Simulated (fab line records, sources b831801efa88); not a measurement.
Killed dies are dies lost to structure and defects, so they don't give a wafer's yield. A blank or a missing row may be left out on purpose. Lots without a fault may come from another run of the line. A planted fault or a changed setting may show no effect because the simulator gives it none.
fab line records | flow gf180mcu
record lots=15 wafers=45 last_day=34
route steps=602 shown POLY_GATE@169 HV_LDD@211
lots that met no fault: from a run of the same line without faults
start_h: hours from the record's first day to the start of the lot's first wafer shown | wait_h: hours since the lot's step before | " the same as in the row above | L1.1+2: a row that stands for several wafers | - no value, or no start given | * or withheld: withheld | < > ~ a bound
route shown NAME@n: a module of which the file shows steps, and the number in the route of the first | usual: mean/standard deviation of fault-free wafers | same: alike in all rows | chamber/n: place in a boat | sites: the reading at each site | _std_site: their standard deviation | _edge_site: outer sites' mean less inner sites' | radius_mm: how far each site lies from the wafer's centre | mask NAME#n: copy n | behind: the tool/chamber that last shaped the wafer | hold: why the lot was held/for how many hours/how that ended | device: the transistor (n, p or np) that didn't switch | end of line: the same wafers' tests at the end of the route | a step without rows: its recipe alone | killed: dies lost to structure and defects at the first sort, not the wafer's yield | map: a wafer's dies, x killed, . not, _ none there
set.NAME: the setting as run; set.NAME@STEP: as run at that earlier step | model.NAME: the simulator's own value behind a step, which no gauge read
steps of the route over a sample of lots; a table a step, a row a wafer
services: from which hour (start_h, from the record's first day; less than 0 if before it) a tool's chamber was out of use, for how many hours, and why
## steps
# step GF_POLY_GATE_ETCH_12
# recipe chemistry=N2/H2 target_depth_a=withheld overetch_a=withheld time_s=withheld target=BARC ion_energy_ev=200 source_w=500 bias_w=100 pressure_mtorr=30 n2_flow_sccm=100 h2_flow_sccm=200
# usual bias_w=100.0/0.31 chamber_pressure_mTorr=30.003/0.028 drypump_motor_current_A=5.8/0.43 oes_product_au=0.736/0.0047 rf_fwd_power_W=495.9/1.8 throttle_valve_pct=13.214/0.0086
# columns lot.wafer tool chamber start_h wait_h bias_w chamber_pressure_mTorr drypump_motor_current_A oes_product_au rf_fwd_power_W throttle_valve_pct
L644.2 rie_diel-01 2 192.04 0.0 100.2 30.055 5.4 0.741 495.0 13.209
L644.3 " 3 " " 100.1 29.998 6.2 0.732 493.2 13.217
L644.6 " 2 " " 100.1 30.021 5.4 0.733 493.6 13.219
L647.3 rie_diel-01 1 214.35 0.0 100.3 29.960 5.5 0.739 494.5 13.220
L647.4 " 0 " " 100.3 30.016 5.7 0.736 496.9 13.218
L647.5 " 0 " " 99.8 29.966 5.7 0.734 498.3 13.222
L648.1 rie_diel-02 3 228.40 0.0 100.5 30.029 5.7 0.744 496.5 13.202
L648.4 " 0 " " 100.2 29.981 5.9 0.740 495.7 13.219
L648.5 " 3 " " 100.3 30.006 5.7 0.743 497.3 13.224
L649.3 rie_diel-04 3 239.62 0.0 99.5 30.071 6.2 0.739 496.5 13.201
L649.4 " 0 " " 100.3 30.009 4.8 0.727 498.3 13.216
L649.6 " 1 " " 100.0 29.990 6.0 0.733 496.4 13.216
L651.1 rie_diel-01 0 245.40 0.0 99.6 30.000 5.7 0.730 494.4 13.220
L651.2 " 2 " " 99.6 30.013 5.4 0.731 496.5 13.222
L651.6 " 2 " " 100.0 29.989 5.4 0.738 496.4 13.226
L652.1 rie_diel-02 3 254.85 0.0 99.8 30.020 5.7 0.730 495.5 13.222
L652.3 " 1 " " 100.0 29.965 6.7 0.731 492.6 13.203
L652.5 " 0 " " 100.0 30.030 5.9 0.732 495.6 13.218
L653.1 rie_diel-02 1 264.22 0.0 100.3 30.015 6.7 0.732 496.3 13.224
L653.2 " 0 " " 100.5 30.010 6.0 0.745 495.8 13.196
L653.4 " 3 " " 100.1 30.039 5.8 0.732 497.1 13.209
L655.3 rie_diel-04 2 275.94 0.0 99.7 29.991 5.8 0.739 496.7 13.215
L655.4 " 0 " " 100.0 30.004 4.8 0.727 496.0 13.200
L655.6 " 3 " " 100.0 29.986 6.2 0.724 495.7 13.209
L656.1 rie_diel-02 1 282.89 0.0 100.1 29.996 6.7 0.728 495.0 13.216
L656.3 " 3 " " 100.0 30.036 5.7 0.738 496.0 13.219
L656.6 " 0 " " 100.0 30.036 5.9 0.734 496.3 13.217
L657.1 rie_diel-02 3 289.36 0.0 100.3 30.006 5.8 0.737 496.8 13.220
L657.2 " 1 " " 99.9 29.995 6.7 0.730 497.7 13.228
L657.5 " 2 " " 99.7 30.011 5.5 0.733 497.4 13.225
L660.1 rie_diel-01 3 309.07 0.0 99.9 29.903 6.2 0.737 493.8 13.211
L660.2 " 1 " " 100.2 29.969 5.5 0.739 498.9 13.215
L660.3 " 0 " " 99.8 30.035 5.7 0.731 495.6 13.219
L661.1 rie_diel-04 0 316.74 0.0 100.2 29.992 4.8 0.733 498.9 13.186
L661.3 " 3 " " 100.2 30.003 6.2 0.739 496.2 13.193
L661.5 " 2 " " 100.3 29.983 5.8 0.729 496.1 13.203
L662.3 rie_diel-04 1 327.09 0.0 100.1 30.005 6.0 0.739 499.2 13.210
L662.4 " 0 " " 100.2 30.070 4.8 0.729 497.9 13.206
L662.5 " 1 " " 99.9 30.021 6.0 0.733 495.9 13.226
L663.3 rie_diel-01 3 330.27 0.0 99.6 29.980 6.2 0.739 494.7 13.216
L663.4 " 0 " " 99.9 30.008 5.7 0.741 496.9 13.213
L663.5 " 1 " " 99.5 29.988 5.5 0.737 495.0 13.226
L667.2 rie_diel-02 0 361.29 0.0 99.7 30.027 6.0 0.743 496.7 13.222
L667.3 " 3 " " 99.3 30.033 5.7 0.744 497.6 13.217
L667.5 " 0 " " 100.0 29.992 6.0 0.733 498.8 13.202
# step GF_HV_LDD_IMPLANT_35
# recipe species=P energy_kev=60 dose_cm2=7.5e+12 tilt_deg=30 rotation_deg=180
# usual beam_energy_keV=60.002/0.018 beam_on_s=9.98/0.2
# columns lot.wafer tool chamber start_h wait_h beam_energy_keV beam_on_s
L644.2 implanter-02 0 247.74 0.1 60.025 10.08
L644.3 " 0 " " 59.994 9.73
L644.6 " 0 " " 60.018 10.01
L647.3 implanter-03 0 273.85 0.1 59.974 9.80
L647.4 " 0 " " 59.990 9.95
L647.5 " 0 " " 59.989 9.86
L648.1 implanter-03 0 288.59 0.1 60.014 10.09
L648.4 " 0 " " 59.997 9.85
L648.5 " 0 " " 59.989 9.92
L649.3 implanter-02 0 300.84 0.1 59.999 9.85
L649.4 " 0 " " 59.987 10.04
L649.6 " 0 " " 59.993 9.96
L651.1 implanter-02 0 309.67 0.1 60.006 9.45
L651.2 " 0 " " 60.032 9.87
L651.6 " 0 " " 60.004 9.96
L652.1 implanter-03 0 317.37 0.1 60.012 9.98
L652.3 " 0 " " 60.029 9.70
L652.5 " 0 " " 59.999 10.37
L653.1 implanter-01 0 326.92 0.1 59.984 9.77
L653.2 " 0 " " 60.009 9.92
L653.4 " 0 " " 60.015 9.72
L655.3 implanter-02 0 341.46 0.1 59.996 10.03
L655.4 " 0 " " 59.998 9.72
L655.6 " 0 " " 59.993 10.30
L656.1 implanter-01 0 348.06 0.1 60.017 9.99
L656.3 " 0 " " 60.030 9.98
L656.6 " 0 " " 60.020 9.76
L657.1 implanter-02 0 354.86 0.1 59.983 9.98
L657.2 " 0 " " 59.996 10.04
L657.5 " 0 " " 60.004 10.22
L660.1 implanter-02 - 376.21 0.1 - -
L660.2 " - " " - -
L660.3 " - " " - -
L661.1 implanter-03 - 384.11 0.1 - -
L661.3 " - " " - -
L661.5 " - " " - -
L662.3 implanter-01 - 396.64 0.1 - -
L662.4 " - " " - -
L662.5 " - " " - -
L663.3 implanter-01 0 401.21 0.1 59.993 9.94
L663.4 " 0 " " 60.003 9.69
L663.5 " 0 " " 59.995 10.10
L667.2 implanter-02 0 433.04 0.1 60.006 10.06
L667.3 " 0 " " 60.003 10.33
L667.5 " 0 " " 60.013 9.95
# step GF_HV_LDD_TW_MEAS_38
# usual HV_LDD_3_TW=1432/8
# columns lot.wafer tool chamber start_h wait_h hold HV_LDD_3_TW
L644.2 film_metro-02 - 248.12 0.1 - 1437
L644.3 " - " " - 1432
L644.6 " - " " - 1435
L647.3 film_metro-02 - 274.22 0.1 - 1425
L647.4 " - " " - 1435
L647.5 " - " " - 1426
L648.1 film_metro-02 - 288.99 0.1 - 1439
L648.4 " - " " - 1419
L648.5 " - " " - 1423
L649.3 film_metro-04 - 301.21 0.1 - 1427
L649.4 " - " " - 1427
L649.6 " - " " - 1427
L651.1 film_metro-02 - 310.07 0.1 - 1425
L651.2 " - " " - 1432
L651.6 " - " " - 1425
L652.1 film_metro-02 - 317.77 0.1 - 1433
L652.3 " - " " - 1443
L652.5 " - " " - 1433
L653.1 film_metro-01 - 327.32 0.1 - 1430
L653.2 " - " " - 1432
L653.4 " - " " - 1425
L655.3 film_metro-04 - 341.83 0.1 - 1422
L655.4 " - " " - 1422
L655.6 " - " " - 1418
L656.1 film_metro-02 - 348.46 0.1 - 1446
L656.3 " - " " - 1443
L656.6 " - " " - 1453
L657.1 film_metro-02 - 355.26 0.1 - 1441
L657.2 " - " " - 1442
L657.5 " - " " - 1461
L660.1 film_metro-01 - 376.61 0.1 await_dispo/0.2h/release 1310
L660.2 " - " " await_dispo/0.2h/release 1306
L660.3 " - " " await_dispo/0.2h/release 1302
L660.1 film_metro-01 - 376.84 0.2 - 1306
L660.2 " - " " - 1304
L660.3 " - " " - 1301
L661.1 film_metro-04 - 384.51 0.1 await_dispo/0.2h/release 1310
L661.3 " - " " await_dispo/0.2h/release 1311
L661.5 " - " " await_dispo/0.2h/release 1314
L661.1 film_metro-04 - 384.74 0.2 - 1311
L661.3 " - " " - 1306
L661.5 " - " " - 1311
L662.3 film_metro-04 - 397.01 0.1 await_dispo/0.2h/release 1299
L662.4 " - " " await_dispo/0.2h/release 1305
L662.5 " - " " await_dispo/0.2h/release 1305
L662.3 film_metro-04 - 397.24 0.2 - 1304
L662.4 " - " " - 1308
L662.5 " - " " - 1312
L663.3 film_metro-01 - 401.58 0.1 - 1436
L663.4 " - " " - 1434
L663.5 " - " " - 1436
L667.2 film_metro-01 - 433.44 0.1 - 1420
L667.3 " - " " - 1423
L667.5 " - " " - 1418
# step GF_HV_LDD_TW_MEAS_50
# usual HV_LDD_4_TW=567/3.1
# columns lot.wafer tool chamber start_h wait_h HV_LDD_4_TW
L644.2 film_metro-01 - 267.53 0.1 567
L644.3 " - " " 567
L644.6 " - " " 564
L647.3 film_metro-02 - 294.13 0.1 566
L647.4 " - " " 564
L647.5 " - " " 567
L648.1 film_metro-01 - 309.94 0.1 566
L648.4 " - " " 566
L648.5 " - " " 565
L649.3 film_metro-02 - 322.14 0.1 569
L649.4 " - " " 568
L649.6 " - " " 567
L651.1 film_metro-02 - 331.59 0.1 569
L651.2 " - " " 571
L651.6 " - " " 568
L652.1 film_metro-02 - 338.61 0.1 573
L652.3 " - " " 573
L652.5 " - " " 572
L653.1 film_metro-04 - 349.04 0.1 565
L653.2 " - " " 567
L653.4 " - " " 564
L655.3 film_metro-04 - 363.48 0.1 564
L655.4 " - " " 564
L655.6 " - " " 561
L656.1 film_metro-04 - 370.59 0.1 562
L656.3 " - " " 563
L656.6 " - " " 564
L657.1 film_metro-02 - 378.41 0.1 573
L657.2 " - " " 573
L657.5 " - " " 571
L660.1 film_metro-02 - 399.46 0.1 567
L660.2 " - " " 567
L660.3 " - " " 568
L661.1 film_metro-02 - 408.51 0.1 573
L661.3 " - " " 571
L661.5 " - " " 571
L662.3 film_metro-04 - 420.68 0.1 566
L662.4 " - " " 568
L662.5 " - " " 565
L663.3 film_metro-04 - 425.06 0.1 566
L663.4 " - " " 565
L663.5 " - " " 563
L667.2 film_metro-01 - 458.07 0.1 568
L667.3 " - " " 569
L667.5 " - " " 569
# step GF_HV_LDD_RTA_52
# recipe temp_c=1000 time_s=10 ambient=N2
# usual lamp_power_pct=33/3.4 wafer_temp_C_max=1008.2/1.6
# columns lot.wafer tool chamber start_h wait_h lamp_power_pct wafer_temp_C_max
L644.2 rtp_anneal-02 0 267.65 0.0 30 1006.0
L644.3 " 0 " " 30 1007.4
L644.6 " 0 " " 30 1012.5
L647.3 rtp_anneal-01 0 294.25 0.0 36 1010.2
L647.4 " 0 " " 36 1007.5
L647.5 " 0 " " 36 1007.9
L648.1 rtp_anneal-01 0 310.05 0.0 36 1008.6
L648.4 " 0 " " 37 1007.2
L648.5 " 0 " " 36 1008.1
L649.3 rtp_anneal-02 0 322.25 0.0 30 1007.9
L649.4 " 0 " " 30 1007.1
L649.6 " 0 " " 30 1007.8
L651.1 rtp_anneal-02 0 331.71 0.0 30 1008.4
L651.2 " 0 " " 30 1007.1
L651.6 " 0 " " 30 1008.5
L652.1 rtp_anneal-01 0 338.72 0.0 36 1010.1
L652.3 " 0 " " 36 1006.1
L652.5 " 0 " " 36 1007.8
L653.1 rtp_anneal-02 0 349.15 0.0 30 1009.5
L653.2 " 0 " " 30 1007.4
L653.4 " 0 " " 30 1006.8
L655.3 rtp_anneal-01 0 363.60 0.0 36 1007.6
L655.4 " 0 " " 36 1008.3
L655.6 " 0 " " 36 1008.6
L656.1 rtp_anneal-01 0 370.70 0.0 36 1008.6
L656.3 " 0 " " 36 1008.1
L656.6 " 0 " " 36 1010.0
L657.1 rtp_anneal-01 0 378.52 0.0 36 1007.2
L657.2 " 0 " " 37 1009.6
L657.5 " 0 " " 36 1007.0
L660.1 rtp_anneal-02 0 399.57 0.0 30 1006.2
L660.2 " 0 " " 30 1006.7
L660.3 " 0 " " 30 1006.6
L661.1 rtp_anneal-02 0 408.62 0.0 29 1007.3
L661.3 " 0 " " 30 1006.5
L661.5 " 0 " " 30 1005.4
L662.3 rtp_anneal-01 0 420.79 0.0 36 1007.1
L662.4 " 0 " " 36 1009.2
L662.5 " 0 " " 36 1007.3
L663.3 rtp_anneal-02 0 425.17 0.0 30 1009.8
L663.4 " 0 " " 30 1007.8
L663.5 " 0 " " 29 1008.8
L667.2 rtp_anneal-01 0 458.18 0.0 37 1007.5
L667.3 " 0 " " 36 1007.4
L667.5 " 0 " " 36 1006.0
# step GF_HV_LDD_RS_MEAS_53
# recipe thk_meas_gauge=four-point-probe
# usual HV_LDD_RS=418.0/0.83
# columns lot.wafer tool chamber start_h wait_h hold HV_LDD_RS[ohm/sq]
L644.2 film_metro-01 - 267.72 0.1 - 417.9
L644.3 " - " " - 417.8
L644.6 " - " " - 417.6
L647.3 film_metro-04 - 294.33 0.1 - 418.4
L647.4 " - " " - 417.9
L647.5 " - " " - 417.0
L648.1 film_metro-04 - 310.12 0.1 - 416.3
L648.4 " - " " - 416.6
L648.5 " - " " - 417.7
L649.3 film_metro-01 - 322.34 0.1 - 416.4
L649.4 " - " " - 415.9
L649.6 " - " " - 417.1
L651.1 film_metro-02 - 331.78 0.1 - 418.4
L651.2 " - " " - 418.1
L651.6 " - " " - 417.9
L652.1 film_metro-02 - 338.79 0.1 - 417.1
L652.3 " - " " - 417.8
L652.5 " - " " - 417.0
L653.1 film_metro-01 - 349.22 0.1 - 418.6
L653.2 " - " " - 419.0
L653.4 " - " " - 418.9
L655.3 film_metro-01 - 363.69 0.1 - 417.2
L655.4 " - " " - 418.0
L655.6 " - " " - 417.8
L656.1 film_metro-02 - 370.77 0.1 - 418.2
L656.3 " - " " - 418.3
L656.6 " - " " - 417.9
L657.1 film_metro-02 - 378.59 0.1 - 417.7
L657.2 " - " " - 417.0
L657.5 " - " " - 418.0
L660.1 film_metro-04 - 399.64 0.1 await_dispo/0.2h/release 437.9
L660.2 " - " " await_dispo/0.2h/release 439.4
L660.3 " - " " await_dispo/0.2h/release 438.0
L660.1 film_metro-04 - 399.93 0.3 - 438.2
L660.2 " - " " - 438.7
L660.3 " - " " - 438.8
L661.1 film_metro-04 - 408.69 0.1 await_dispo/0.2h/release 440.6
L661.3 " - " " await_dispo/0.2h/release 440.8
L661.5 " - " " await_dispo/0.2h/release 440.0
L661.1 film_metro-04 - 409.15 0.4 - 440.5
L661.3 " - " " - 441.1
L661.5 " - " " - 440.6
L662.3 film_metro-02 - 420.88 0.1 await_dispo/0.2h/release 439.2
L662.4 " - " " await_dispo/0.2h/release 439.4
L662.5 " - " " await_dispo/0.2h/release 438.7
L662.3 film_metro-02 - 421.16 0.3 - 439.8
L662.4 " - " " - 439.6
L662.5 " - " " - 439.0
L663.3 film_metro-01 - 425.25 0.1 - 417.2
L663.4 " - " " - 416.0
L663.5 " - " " - 415.8
L667.2 film_metro-04 - 458.26 0.1 - 417.5
L667.3 " - " " - 419.0
L667.5 " - " " - 418.5
## services
# columns tool chamber start_h hours kind
implanter-01 - 173.08 5.1 pm
rie_diel-04 1 197.36 2.7 repair
rie_diel-01 0 204.26 2.8 repair
rie_diel-01 - 205.96 0.8 repair
implanter-01 - 211.43 1.3 repair
rie_diel-01 - 211.74 0.3 repair
rie_diel-01 0 225.24 5.6 repair
rie_diel-02 2 231.18 5.6 repair
rtp_anneal-01 - 241.56 5.9 pm
rtp_anneal-01 - 247.44 0.6 pm
rie_diel-02 0 251.31 2.5 repair
rie_diel-01 3 270.03 15.8 repair
rie_diel-01 1 313.80 2.4 repair
rie_diel-02 3 324.49 3.8 repair
implanter-02 - 326.68 3.5 repair
rie_diel-01 1 330.42 4.8 repair
implanter-02 - 339.35 1.2 repair
rie_diel-01 - 342.80 14.6 pm
rie_diel-02 1 353.84 14.8 repair
rie_diel-01 3 358.60 8.0 repair
rie_diel-01 0 416.44 2.2 repair
implanter-02 - 420.27 3.8 repair
rtp_anneal-02 - 432.89 1.3 pm
implanter-02 - 455.63 4.8 repair
## key
first_sign step=GF_HV_LDD_IMPLANT_35 reading=tool_record direction=missing
effect step=GF_HV_LDD_TW_MEAS_38 reading=visit direction=added
effect step=GF_HV_LDD_TW_MEAS_38 reading=HV_LDD_3_TW direction=down sigmas=16 usual=1432 struck=1307
effect step=GF_HV_LDD_RS_MEAS_53 reading=visit direction=added
effect step=GF_HV_LDD_RS_MEAS_53 reading=HV_LDD_RS direction=up sigmas=26 usual=418.0 struck=439.3
met_at GF_HV_LDD_IMPLANT_35
struck_lots L660,L661,L662
later_rows_left_out L660.1,L660.2,L660.3,L661.1,L661.3,L661.5,L662.3,L662.4,L662.5
sort_left_out L660.1,L660.2,L660.3,L661.1,L661.3,L661.5,L662.3,L662.4,L662.5
tester_left_out L660,L661,L662
not_acting_at GF_POLY_GATE_ETCH_12,GF_HV_LDD_TW_MEAS_50,GF_HV_LDD_RTA_52
onset_between 354.86 376.21
fault kind=skipped_step_whole tool=implanter-01,implanter-02,implanter-03 chamber=- onset_h=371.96 steps=GF_HV_LDD_IMPLANT_35 scope=struck_lots_only
# tester_left_out: of these lots the tester's yield and bins aren't shown, on N5 and GAA mostly nor the transistor test; their killed dies are dies lost to structure and defects alone, not to doping, threshold or leakage, so they don't give the yield
# sort_left_out: the simulated sort isn't trusted on such a fault, so these wafers' sort isn't shown, and their yield isn't known
# later_rows_left_out: the simulator's readings of these wafers behind a module that went badly wrong aren't trusted and aren't shown, but for the sort
